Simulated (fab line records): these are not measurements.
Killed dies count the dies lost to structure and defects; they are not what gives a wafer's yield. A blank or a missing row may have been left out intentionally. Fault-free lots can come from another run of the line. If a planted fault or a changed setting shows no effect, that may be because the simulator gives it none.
A sampling plan put to the test | flow gf180mcu | 63 faults told of in these records, all on one fab line, each judged by the records of the lots it struck
What counts as the plan is the set of the line's own looks, namely the steps on the route at which a gauge or an inspection reads a wafer and does not change it. A look can be judged if struck wafers have a number there and the file gives its usual mean and standard deviation on fault-free wafers. Caught: a look later than the fault's first step finds the struck wafers' mean 4 or more of those standard deviations (sigma) from the usual mean. On the tool: the identical test, applied to the tool's own readings at the steps of the fault. If the struck wafers alone have a blank record, or they carry another recipe, that too counts as caught.

THE FAULTS, as the simulator had put them in
1. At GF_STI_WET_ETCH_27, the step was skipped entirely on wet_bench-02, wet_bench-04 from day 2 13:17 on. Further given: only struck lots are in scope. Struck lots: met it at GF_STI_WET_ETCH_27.
2. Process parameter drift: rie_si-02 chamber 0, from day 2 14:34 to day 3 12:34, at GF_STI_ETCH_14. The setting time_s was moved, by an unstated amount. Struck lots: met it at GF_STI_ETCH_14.
3. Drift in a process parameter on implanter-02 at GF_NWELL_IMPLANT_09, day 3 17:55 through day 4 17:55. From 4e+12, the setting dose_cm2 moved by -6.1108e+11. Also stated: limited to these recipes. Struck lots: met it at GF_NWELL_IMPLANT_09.
4. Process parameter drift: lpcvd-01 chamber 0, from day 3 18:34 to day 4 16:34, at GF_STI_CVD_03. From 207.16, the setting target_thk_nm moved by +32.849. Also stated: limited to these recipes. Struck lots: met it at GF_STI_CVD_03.
5. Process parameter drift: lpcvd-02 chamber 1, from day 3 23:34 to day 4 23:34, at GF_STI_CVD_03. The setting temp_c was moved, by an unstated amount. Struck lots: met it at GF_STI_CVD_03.
6. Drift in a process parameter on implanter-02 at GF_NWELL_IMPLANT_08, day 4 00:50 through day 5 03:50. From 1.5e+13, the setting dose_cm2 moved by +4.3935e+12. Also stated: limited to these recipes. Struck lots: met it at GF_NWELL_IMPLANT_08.
7. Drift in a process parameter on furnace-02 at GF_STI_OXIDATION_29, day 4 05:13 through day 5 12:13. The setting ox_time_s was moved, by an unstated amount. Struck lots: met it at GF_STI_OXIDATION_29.
8. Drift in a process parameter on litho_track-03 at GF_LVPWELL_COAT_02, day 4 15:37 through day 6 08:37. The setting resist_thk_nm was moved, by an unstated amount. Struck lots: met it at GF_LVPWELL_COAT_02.
9. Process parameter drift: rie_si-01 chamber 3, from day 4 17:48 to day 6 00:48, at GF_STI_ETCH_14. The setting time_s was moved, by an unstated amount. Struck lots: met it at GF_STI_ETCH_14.
10. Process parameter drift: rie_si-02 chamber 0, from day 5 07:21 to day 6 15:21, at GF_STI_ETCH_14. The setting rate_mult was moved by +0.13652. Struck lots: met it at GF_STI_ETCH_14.
11. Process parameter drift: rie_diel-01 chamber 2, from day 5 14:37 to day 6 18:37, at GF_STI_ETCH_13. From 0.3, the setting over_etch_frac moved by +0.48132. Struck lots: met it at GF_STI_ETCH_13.
12. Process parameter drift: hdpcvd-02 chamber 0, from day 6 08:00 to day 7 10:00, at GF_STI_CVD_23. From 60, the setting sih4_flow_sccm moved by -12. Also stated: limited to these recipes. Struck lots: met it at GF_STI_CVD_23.
13. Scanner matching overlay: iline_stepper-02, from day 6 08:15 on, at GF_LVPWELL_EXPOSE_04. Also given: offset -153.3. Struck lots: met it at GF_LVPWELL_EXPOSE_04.
14. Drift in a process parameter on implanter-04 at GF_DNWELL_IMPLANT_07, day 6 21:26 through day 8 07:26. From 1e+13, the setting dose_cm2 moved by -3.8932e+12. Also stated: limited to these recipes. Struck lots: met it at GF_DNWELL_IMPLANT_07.
15. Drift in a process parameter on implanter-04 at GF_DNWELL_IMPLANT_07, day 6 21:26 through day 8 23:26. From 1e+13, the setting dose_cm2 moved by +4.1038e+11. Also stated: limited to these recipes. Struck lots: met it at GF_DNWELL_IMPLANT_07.
16. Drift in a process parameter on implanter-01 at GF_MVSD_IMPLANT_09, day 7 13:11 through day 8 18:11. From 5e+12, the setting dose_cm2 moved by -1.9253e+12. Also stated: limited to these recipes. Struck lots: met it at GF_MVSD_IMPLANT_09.
17. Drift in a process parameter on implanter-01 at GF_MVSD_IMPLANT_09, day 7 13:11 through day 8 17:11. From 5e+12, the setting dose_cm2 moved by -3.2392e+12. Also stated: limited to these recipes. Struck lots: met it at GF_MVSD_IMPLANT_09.
18. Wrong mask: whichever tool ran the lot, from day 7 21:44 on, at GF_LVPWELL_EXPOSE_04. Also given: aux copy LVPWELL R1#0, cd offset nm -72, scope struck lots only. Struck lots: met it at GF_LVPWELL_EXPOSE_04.
19. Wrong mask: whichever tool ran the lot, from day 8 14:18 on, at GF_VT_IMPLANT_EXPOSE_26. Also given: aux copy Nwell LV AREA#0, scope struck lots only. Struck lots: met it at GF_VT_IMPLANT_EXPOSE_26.
20. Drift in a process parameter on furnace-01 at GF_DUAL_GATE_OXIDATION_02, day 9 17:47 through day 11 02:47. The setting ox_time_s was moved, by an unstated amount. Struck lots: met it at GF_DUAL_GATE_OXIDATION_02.
21. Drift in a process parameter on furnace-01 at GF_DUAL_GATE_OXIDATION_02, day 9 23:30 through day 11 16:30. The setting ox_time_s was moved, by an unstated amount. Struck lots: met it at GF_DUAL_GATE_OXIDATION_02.
22. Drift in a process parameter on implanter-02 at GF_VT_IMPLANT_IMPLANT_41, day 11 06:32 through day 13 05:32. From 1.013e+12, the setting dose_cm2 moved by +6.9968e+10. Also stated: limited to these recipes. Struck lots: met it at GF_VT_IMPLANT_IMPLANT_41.
23. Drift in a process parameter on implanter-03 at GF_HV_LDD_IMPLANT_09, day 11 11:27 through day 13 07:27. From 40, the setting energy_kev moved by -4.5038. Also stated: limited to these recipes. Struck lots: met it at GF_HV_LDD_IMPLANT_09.
24. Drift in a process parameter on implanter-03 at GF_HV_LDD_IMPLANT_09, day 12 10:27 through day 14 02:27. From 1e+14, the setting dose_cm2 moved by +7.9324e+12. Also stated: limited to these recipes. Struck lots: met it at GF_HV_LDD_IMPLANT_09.
25. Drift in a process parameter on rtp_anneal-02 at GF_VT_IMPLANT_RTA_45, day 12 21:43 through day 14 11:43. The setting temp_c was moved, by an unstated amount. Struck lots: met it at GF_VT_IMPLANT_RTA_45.
26. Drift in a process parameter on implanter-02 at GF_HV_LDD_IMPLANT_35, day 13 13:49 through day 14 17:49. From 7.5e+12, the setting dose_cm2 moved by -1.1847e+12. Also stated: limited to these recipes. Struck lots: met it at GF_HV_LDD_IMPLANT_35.
27. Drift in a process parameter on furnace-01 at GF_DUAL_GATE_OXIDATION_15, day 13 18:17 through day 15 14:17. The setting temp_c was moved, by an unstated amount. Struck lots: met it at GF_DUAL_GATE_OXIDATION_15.
28. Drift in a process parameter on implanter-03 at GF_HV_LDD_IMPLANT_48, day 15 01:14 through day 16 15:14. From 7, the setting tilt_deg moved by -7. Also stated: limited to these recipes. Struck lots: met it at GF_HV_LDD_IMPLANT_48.
29. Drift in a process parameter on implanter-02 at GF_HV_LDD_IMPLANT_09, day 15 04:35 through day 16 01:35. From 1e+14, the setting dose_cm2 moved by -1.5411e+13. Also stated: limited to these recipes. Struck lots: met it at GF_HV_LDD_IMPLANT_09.
30. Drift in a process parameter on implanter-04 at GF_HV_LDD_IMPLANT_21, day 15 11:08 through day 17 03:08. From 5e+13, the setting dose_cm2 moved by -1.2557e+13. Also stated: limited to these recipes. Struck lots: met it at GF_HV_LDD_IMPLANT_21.
31. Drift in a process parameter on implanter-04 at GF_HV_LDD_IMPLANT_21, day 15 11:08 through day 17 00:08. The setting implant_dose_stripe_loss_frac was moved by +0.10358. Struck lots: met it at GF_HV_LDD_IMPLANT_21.
32. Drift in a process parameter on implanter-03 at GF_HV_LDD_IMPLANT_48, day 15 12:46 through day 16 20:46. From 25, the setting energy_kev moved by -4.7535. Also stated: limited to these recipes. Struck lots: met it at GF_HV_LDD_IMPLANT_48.
33. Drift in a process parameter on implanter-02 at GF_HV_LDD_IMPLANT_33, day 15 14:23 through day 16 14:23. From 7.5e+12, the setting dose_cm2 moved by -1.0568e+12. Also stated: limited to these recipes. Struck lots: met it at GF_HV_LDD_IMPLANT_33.
34. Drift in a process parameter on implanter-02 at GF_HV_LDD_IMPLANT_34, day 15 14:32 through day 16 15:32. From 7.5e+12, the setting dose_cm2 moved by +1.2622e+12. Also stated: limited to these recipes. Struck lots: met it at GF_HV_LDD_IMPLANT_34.
35. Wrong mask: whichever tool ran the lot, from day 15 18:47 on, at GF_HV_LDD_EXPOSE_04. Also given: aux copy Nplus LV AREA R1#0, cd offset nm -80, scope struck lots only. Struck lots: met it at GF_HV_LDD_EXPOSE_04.
36. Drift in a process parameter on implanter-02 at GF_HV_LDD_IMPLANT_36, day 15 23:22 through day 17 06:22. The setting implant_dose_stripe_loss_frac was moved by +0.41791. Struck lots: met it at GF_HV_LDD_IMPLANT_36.
37. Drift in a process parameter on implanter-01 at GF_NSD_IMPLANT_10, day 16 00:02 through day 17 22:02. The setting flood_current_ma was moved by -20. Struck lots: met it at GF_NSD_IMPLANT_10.
38. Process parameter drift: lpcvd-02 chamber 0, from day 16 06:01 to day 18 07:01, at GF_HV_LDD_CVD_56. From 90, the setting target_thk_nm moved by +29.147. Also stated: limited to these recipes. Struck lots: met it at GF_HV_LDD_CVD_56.
39. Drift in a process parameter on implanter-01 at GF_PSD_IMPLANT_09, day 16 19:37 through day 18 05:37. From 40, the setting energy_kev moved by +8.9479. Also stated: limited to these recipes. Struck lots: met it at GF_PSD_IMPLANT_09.
40. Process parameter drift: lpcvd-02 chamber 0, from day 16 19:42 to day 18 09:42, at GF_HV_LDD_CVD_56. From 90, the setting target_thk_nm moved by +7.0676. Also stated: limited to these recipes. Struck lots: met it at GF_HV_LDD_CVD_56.
41. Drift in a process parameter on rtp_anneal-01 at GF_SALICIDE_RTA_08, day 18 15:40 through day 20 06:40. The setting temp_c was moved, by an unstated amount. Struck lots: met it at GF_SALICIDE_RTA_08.
42. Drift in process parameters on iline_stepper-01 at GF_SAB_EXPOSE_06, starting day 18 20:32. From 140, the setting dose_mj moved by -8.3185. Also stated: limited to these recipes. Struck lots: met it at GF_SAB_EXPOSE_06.
43. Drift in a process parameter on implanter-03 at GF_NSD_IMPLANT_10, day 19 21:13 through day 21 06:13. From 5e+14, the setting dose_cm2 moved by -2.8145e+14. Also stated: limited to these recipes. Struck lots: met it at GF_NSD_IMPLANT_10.
44. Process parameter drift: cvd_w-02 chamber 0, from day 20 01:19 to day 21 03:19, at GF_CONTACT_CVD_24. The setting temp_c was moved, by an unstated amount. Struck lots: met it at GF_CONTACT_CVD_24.
45. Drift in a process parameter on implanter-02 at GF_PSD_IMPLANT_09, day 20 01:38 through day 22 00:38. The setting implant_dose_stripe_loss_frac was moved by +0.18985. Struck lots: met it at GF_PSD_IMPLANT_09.
46. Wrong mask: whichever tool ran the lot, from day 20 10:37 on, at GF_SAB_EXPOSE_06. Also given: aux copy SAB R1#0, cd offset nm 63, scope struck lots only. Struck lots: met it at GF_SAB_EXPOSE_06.
47. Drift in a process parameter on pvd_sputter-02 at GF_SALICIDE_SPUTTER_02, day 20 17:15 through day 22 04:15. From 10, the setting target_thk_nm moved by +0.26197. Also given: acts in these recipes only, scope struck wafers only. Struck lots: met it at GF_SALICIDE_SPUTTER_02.
48. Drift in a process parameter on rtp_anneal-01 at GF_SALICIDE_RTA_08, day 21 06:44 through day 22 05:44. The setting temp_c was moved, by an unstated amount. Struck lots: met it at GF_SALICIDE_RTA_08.
49. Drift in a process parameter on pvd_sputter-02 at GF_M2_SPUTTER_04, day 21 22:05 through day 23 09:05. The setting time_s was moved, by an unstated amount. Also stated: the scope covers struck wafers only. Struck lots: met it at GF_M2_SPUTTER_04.
50. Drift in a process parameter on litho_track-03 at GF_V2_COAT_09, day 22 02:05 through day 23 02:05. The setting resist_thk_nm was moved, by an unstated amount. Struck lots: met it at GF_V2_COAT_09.
51. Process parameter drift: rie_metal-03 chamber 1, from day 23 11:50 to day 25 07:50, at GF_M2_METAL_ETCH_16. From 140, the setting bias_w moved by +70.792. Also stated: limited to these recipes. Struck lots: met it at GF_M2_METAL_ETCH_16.
52. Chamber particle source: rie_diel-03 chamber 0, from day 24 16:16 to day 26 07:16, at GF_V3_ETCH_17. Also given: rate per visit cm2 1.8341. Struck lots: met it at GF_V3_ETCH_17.
53. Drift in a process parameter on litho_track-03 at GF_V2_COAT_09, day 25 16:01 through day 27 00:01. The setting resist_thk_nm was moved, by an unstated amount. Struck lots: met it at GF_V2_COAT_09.
54. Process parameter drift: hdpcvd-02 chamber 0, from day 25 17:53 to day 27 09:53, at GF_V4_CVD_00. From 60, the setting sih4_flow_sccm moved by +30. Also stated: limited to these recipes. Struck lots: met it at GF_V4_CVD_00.
55. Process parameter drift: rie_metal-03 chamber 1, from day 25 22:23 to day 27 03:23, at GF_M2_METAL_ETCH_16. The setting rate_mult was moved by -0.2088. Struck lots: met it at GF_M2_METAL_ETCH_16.
56. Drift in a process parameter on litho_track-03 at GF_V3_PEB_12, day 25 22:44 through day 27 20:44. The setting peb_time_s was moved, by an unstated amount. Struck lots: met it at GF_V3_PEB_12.
57. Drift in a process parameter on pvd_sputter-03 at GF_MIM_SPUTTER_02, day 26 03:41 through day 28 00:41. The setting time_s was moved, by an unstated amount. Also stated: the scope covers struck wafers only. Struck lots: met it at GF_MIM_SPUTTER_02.
58. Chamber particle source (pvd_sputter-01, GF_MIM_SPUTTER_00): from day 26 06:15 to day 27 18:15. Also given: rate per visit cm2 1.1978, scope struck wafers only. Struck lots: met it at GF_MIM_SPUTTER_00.
59. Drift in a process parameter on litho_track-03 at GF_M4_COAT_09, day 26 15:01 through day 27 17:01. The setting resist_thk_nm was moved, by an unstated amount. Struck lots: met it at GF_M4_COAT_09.
60. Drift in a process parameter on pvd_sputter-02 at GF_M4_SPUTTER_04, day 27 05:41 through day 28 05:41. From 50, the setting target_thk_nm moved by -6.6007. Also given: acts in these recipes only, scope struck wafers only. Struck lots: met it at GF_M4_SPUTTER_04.
61. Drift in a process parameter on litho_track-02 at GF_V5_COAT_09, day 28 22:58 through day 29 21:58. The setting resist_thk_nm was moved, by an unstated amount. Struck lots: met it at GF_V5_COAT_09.
62. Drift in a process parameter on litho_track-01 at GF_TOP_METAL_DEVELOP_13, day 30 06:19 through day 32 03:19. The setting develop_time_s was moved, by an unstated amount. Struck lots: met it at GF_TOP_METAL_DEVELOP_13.
63. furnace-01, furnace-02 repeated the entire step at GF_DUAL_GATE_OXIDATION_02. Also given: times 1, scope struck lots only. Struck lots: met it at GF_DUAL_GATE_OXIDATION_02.

WHAT THE PLAN SAW
fault | on the tool itself                               | first look that catches it                      | reading, sigma                                     | median hours from its first step to that look | hours from the fault's start to the first struck lot there | judged looks passed uncaught
1     | the tool's record is blank for the struck wafers | no look after it can be judged                  | -                                                  | -                                             | -                                                          | 0
2     | run_length_s -26 sigma                           | no look after it can be judged                  | -                                                  | -                                             | -                                                          | 0
3     | dose_ions_cm2 -99 or beyond sigma                | GF_VT_IMPLANT_RS_MEAS_47                        | NWELL_RS +8.7                                      | 108.4                                         | 110                                                        | 1
4     | under 2 sigma                                    | GF_STI_THK_MEAS_04                              | STI_CVD_03_THK +15                                 | 2.0                                           | 7                                                          | 0
5     | susceptor_temp_C +23 sigma                       | GF_STI_THK_MEAS_04                              | STI_CVD_03_THK +14                                 | 2.0                                           | 7                                                          | 0
6     | dose_ions_cm2 +99 or beyond sigma                | GF_NWELL_TW_MEAS_11                             | NWELL_TW +7.0                                      | 0.4                                           | 6                                                          | 0
7     | under 2 sigma                                    | GF_STI_THK_MEAS_30                              | STI_OXIDATION_02_THK +7.2                          | 1.4                                           | 4                                                          | 0
8     | under 2 sigma                                    | none of the 2 looks that can be judged after it | -                                                  | -                                             | -                                                          | 2
9     | run_length_s -22 sigma                           | no look after it can be judged                  | -                                                  | -                                             | -                                                          | 0
10    | oes_product_au +8.3 sigma                        | not the one look that can be judged after it    | -                                                  | -                                             | -                                                          | 1
11    | oes_product_au -19 sigma                         | none of the 3 looks that can be judged after it | -                                                  | -                                             | -                                                          | 3
12    | sih4_flow_sccm -82 sigma                         | GF_STI_THK_MEAS_24                              | STI_CVD_23_THK -20                                 | 0.1                                           | 16                                                         | 0
13    | no reading that can be judged                    | GF_LVPWELL_OVL_MEAS_07                          | LVPWELL_OVL -84                                    | 7.6                                           | 19                                                         | 0
14    | dose_ions_cm2 -99 or beyond sigma                | GF_DNWELL_TW_MEAS_09                            | DNWELL_TW -12                                      | 0.2                                           | 2                                                          | 0
15    | dose_ions_cm2 +42 sigma                          | no look after it can be judged                  | -                                                  | -                                             | -                                                          | 0
16    | dose_ions_cm2 -99 or beyond sigma                | GF_VT_IMPLANT_RS_MEAS_46                        | MVSD_RS +33                                        | 89.5                                          | 95                                                         | 1
17    | dose_ions_cm2 -99 or beyond sigma                | GF_VT_IMPLANT_RS_MEAS_46                        | MVSD_RS +62                                        | 89.5                                          | 95                                                         | 0
18    | under 2 sigma                                    | no look after it can be judged                  | -                                                  | -                                             | -                                                          | 0
19    | under 2 sigma                                    | GF_VT_IMPLANT_TW_MEAS_32                        | VT_IMPLANT_3_TW -72                                | 8.7                                           | 11                                                         | 0
20    | under 2 sigma                                    | GF_DUAL_GATE_THK_MEAS_03                        | DUAL_GATE_OXIDATION_00_THK +27                     | 1.5                                           | 5                                                          | 0
21    | no reading that can be judged                    | GF_DUAL_GATE_THK_MEAS_03                        | DUAL_GATE_OXIDATION_00_THK +7.6                    | 1.5                                           | 4                                                          | 0
22    | dose_ions_cm2 +73 sigma                          | no look after it can be judged                  | -                                                  | -                                             | -                                                          | 0
23    | beam_energy_keV -99 or beyond sigma              | none of the 3 looks that can be judged after it | strongest: HV_LDD_RS at GF_HV_LDD_RS_MEAS_53, +3.6 | -                                             | -                                                          | 3
24    | dose_ions_cm2 +83 sigma                          | GF_HV_LDD_RS_MEAS_53                            | HV_LDD_RS -16                                      | 65.8                                          | 86                                                         | 0
25    | wafer_temp_C_max -81 sigma                       | not the one look that can be judged after it    | -                                                  | -                                             | -                                                          | 1
26    | dose_ions_cm2 -99 or beyond sigma                | not the one look that can be judged after it    | strongest: HV_LDD_RS at GF_HV_LDD_RS_MEAS_53, +3.6 | -                                             | -                                                          | 1
27    | tube_center_temp_C +99 or beyond sigma           | no look after it can be judged                  | -                                                  | -                                             | -                                                          | 0
28    | tilt_deg -99 or beyond sigma                     | GF_HV_LDD_TW_MEAS_50                            | HV_LDD_4_TW -7.3                                   | 0.2                                           | 6                                                          | 0
29    | dose_ions_cm2 -99 or beyond sigma                | GF_HV_LDD_RS_MEAS_53                            | HV_LDD_RS +37                                      | 68.7                                          | 72                                                         | 1
30    | dose_ions_cm2 -99 or beyond sigma                | GF_HV_LDD_TW_MEAS_23                            | HV_LDD_2_TW -6.5                                   | 0.2                                           | 6                                                          | 0
31    | under 2 sigma                                    | none of the 7 looks that can be judged after it | -                                                  | -                                             | -                                                          | 7
32    | beam_energy_keV -99 or beyond sigma              | no look after it can be judged                  | -                                                  | -                                             | -                                                          | 0
33    | dose_ions_cm2 -99 or beyond sigma                | none of the 2 looks that can be judged after it | strongest: HV_LDD_RS at GF_HV_LDD_RS_MEAS_53, +2.5 | -                                             | -                                                          | 2
34    | dose_ions_cm2 +99 or beyond sigma                | GF_HV_LDD_RS_MEAS_53                            | HV_LDD_RS -4.6                                     | 23.8                                          | 27                                                         | 0
35    | no reading that can be judged                    | GF_HV_LDD_CD_MEAS_07                            | cd_nm -38                                          | 11.2                                          | 15                                                         | 0
36    | no reading that can be judged                    | none of the 7 looks that can be judged after it | -                                                  | -                                             | -                                                          | 7
37    | no reading that can be judged                    | no look after it can be judged                  | -                                                  | -                                             | -                                                          | 0
38    | under 2 sigma                                    | GF_HV_LDD_THK_MEAS_57                           | HV_LDD_CVD_56_THK +28                              | 1.4                                           | 6                                                          | 0
39    | beam_energy_keV +99 or beyond sigma              | GF_PSD_TW_MEAS_11                               | PSD_TW +5.6                                        | 0.2                                           | 7                                                          | 0
40    | under 2 sigma                                    | GF_HV_LDD_THK_MEAS_57                           | HV_LDD_CVD_56_THK +6.3                             | 1.4                                           | 11                                                         | 0
41    | wafer_temp_C_max -87 sigma                       | no look after it can be judged                  | -                                                  | -                                             | -                                                          | 0
42    | exposure_dose_mJ_cm2 -62 sigma                   | GF_SAB_CD_MEAS_09                               | cd_nm +7.7                                         | 11.9                                          | 25                                                         | 0
43    | dose_ions_cm2 -99 or beyond sigma                | GF_PSD_RS_MEAS_14                               | NSD_RS +37                                         | 24.9                                          | 31                                                         | 0
44    | susceptor_temp_C -43 sigma                       | GF_CONTACT_RS_MEAS_25                           | CONTACT_W_RS +23                                   | 0.1                                           | 3                                                          | 0
45    | no reading that can be judged                    | GF_PSD_RS_MEAS_15                               | PSD_RS +4.2                                        | 0.6                                           | 8                                                          | 0
46    | under 2 sigma                                    | GF_SAB_CD_MEAS_09                               | cd_nm +27                                          | 12.2                                          | 16                                                         | 0
47    | under 2 sigma                                    | no look after it can be judged                  | -                                                  | -                                             | -                                                          | 0
48    | wafer_temp_C_max +99 or beyond sigma             | no look after it can be judged                  | -                                                  | -                                             | -                                                          | 0
49    | under 2 sigma                                    | none of the 7 looks that can be judged after it | strongest: M2_OVL at GF_M2_OVL_MEAS_15, +2.0       | -                                             | -                                                          | 7
50    | under 2 sigma                                    | not the one look that can be judged after it    | -                                                  | -                                             | -                                                          | 1
51    | bias_w +99 or beyond sigma                       | not the one look that can be judged after it    | -                                                  | -                                             | -                                                          | 1
52    | under 2 sigma                                    | not the one look that can be judged after it    | -                                                  | -                                             | -                                                          | 1
53    | no reading that can be judged                    | GF_V2_CD_MEAS_14                                | cd_nm +7.1                                         | 11.5                                          | 17                                                         | 0
54    | sih4_flow_sccm +99 or beyond sigma               | GF_V4_THK_MEAS_01                               | V4_CVD_00_THK +48                                  | 0.1                                           | 10                                                         | 0
55    | oes_product_au -19 sigma                         | no look after it can be judged                  | -                                                  | -                                             | -                                                          | 0
56    | under 2 sigma                                    | GF_V3_CD_MEAS_14                                | cd_nm +4.4                                         | 0.3                                           | 15                                                         | 0
57    | under 2 sigma                                    | no look after it can be judged                  | -                                                  | -                                             | -                                                          | 0
58    | under 2 sigma                                    | not the one look that can be judged after it    | -                                                  | -                                             | -                                                          | 1
59    | under 2 sigma                                    | GF_M4_CD_MEAS_14                                | cd_nm +4.9                                         | 10.3                                          | 13                                                         | 0
60    | under 2 sigma                                    | none of the 7 looks that can be judged after it | -                                                  | -                                             | -                                                          | 7
61    | no reading that can be judged                    | no look after it can be judged                  | -                                                  | -                                             | -                                                          | 0
62    | under 2 sigma                                    | GF_TOP_METAL_CD_MEAS_14                         | cd_nm -8.1                                         | 0.1                                           | 13                                                         | 0
63    | under 2 sigma                                    | GF_DUAL_GATE_THK_MEAS_03                        | DUAL_GATE_OXIDATION_00_THK +30                     | 3.7                                           | -                                                          | 0
A dash: this means the fault isn't caught or the number doesn't appear in these records.

Caught at a look: 33 of 63. Caught on the tool: 34 of 63. By one or the other: 50 of 63.
Caught on the tool alone: faults 1, 2, 9, 10, 11, 15, 22, 23, 25, 26, 27, 32, 33, 41, 48, 51, 55.
Caught at a look alone: faults 4, 7, 13, 19, 20, 21, 35, 38, 40, 45, 46, 53, 56, 59, 62, 63.
Caught by neither: faults 8, 18, 31, 36, 37, 47, 49, 50, 52, 57, 58, 60, 61.

THINNER SAMPLING
In the worst case, this is how late the first struck lot would be measured if the look that catches a fault measured only every second or every third lot, by lot number:
fault | struck lots at that look, in order of time | every lot | every second lot | every third lot
3     | L181, L183, L185                           | 110 h     | may miss all 3   | 134 h
4     | L884, L886                                 | 7 h       | may miss all 2   | may miss all 2
5     | L962                                       | 7 h       | may miss it      | may miss it
6     | L708, L710                                 | 6 h       | may miss all 2   | may miss all 2
7     | L454, L456                                 | 4 h       | may miss all 2   | may miss all 2
12    | L508                                       | 16 h      | may miss it      | may miss it
13    | L210, L211                                 | 19 h      | 28 h             | may miss all 2
14    | L594, L595                                 | 2 h       | 7 h              | may miss all 2
16    | L372, L373                                 | 95 h      | 106 h            | may miss all 2
17    | L645, L646                                 | 95 h      | 106 h            | may miss all 2
19    | L665                                       | 11 h      | may miss it      | may miss it
20    | L327, L328                                 | 5 h       | 10 h             | may miss all 2
21    | L200, L204                                 | 4 h       | may miss all 2   | may miss all 2
24    | L777, L779                                 | 86 h      | may miss all 2   | may miss all 2
28    | L514, L515, L516                           | 6 h       | 18 h             | 23 h
29    | L745, L746                                 | 72 h      | 79 h             | may miss all 2
30    | L778, L780, L781                           | 6 h       | 25 h             | may miss all 3
34    | L942, L943, L944                           | 27 h      | 37 h             | 49 h
35    | L623                                       | 15 h      | may miss it      | may miss it
38    | L516, L518                                 | 6 h       | may miss all 2   | may miss all 2
39    | L585, L586                                 | 7 h       | 12 h             | may miss all 2
40    | L430                                       | 11 h      | may miss it      | may miss it
42    | L730, L735                                 | 25 h      | 67 h             | may miss all 2
43    | L587, L588                                 | 31 h      | 41 h             | may miss all 2
44    | L781, L782                                 | 3 h       | 12 h             | may miss all 2
45    | L796                                       | 8 h       | may miss it      | may miss it
46    | L338                                       | 16 h      | may miss it      | may miss it
53    | L910, L911, L912                           | 17 h      | 22 h             | 33 h
54    | L853, L854                                 | 10 h      | 14 h             | may miss all 2
56    | L367, L368                                 | 15 h      | 22 h             | may miss all 2
59    | L226, L228                                 | 13 h      | may miss all 2   | may miss all 2
62    | L665, L666                                 | 13 h      | 24 h             | may miss all 2
Hours are from the fault's start to the first struck lot that is measured. 4 sigma limit: tested on the pooled struck wafers, so a lone lot may be under it. Other struck lots may not be in these records.

THE LONGEST TIMED WAY FROM STEP TO LOOK
For fault 3, GF_NWELL_IMPLANT_09 and GF_VT_IMPLANT_RS_MEAS_47 are separated by a median of 108.4 hours. The look between them that can be judged stayed within 4 sigma: GF_VT_IMPLANT_TW_MEAS_10.
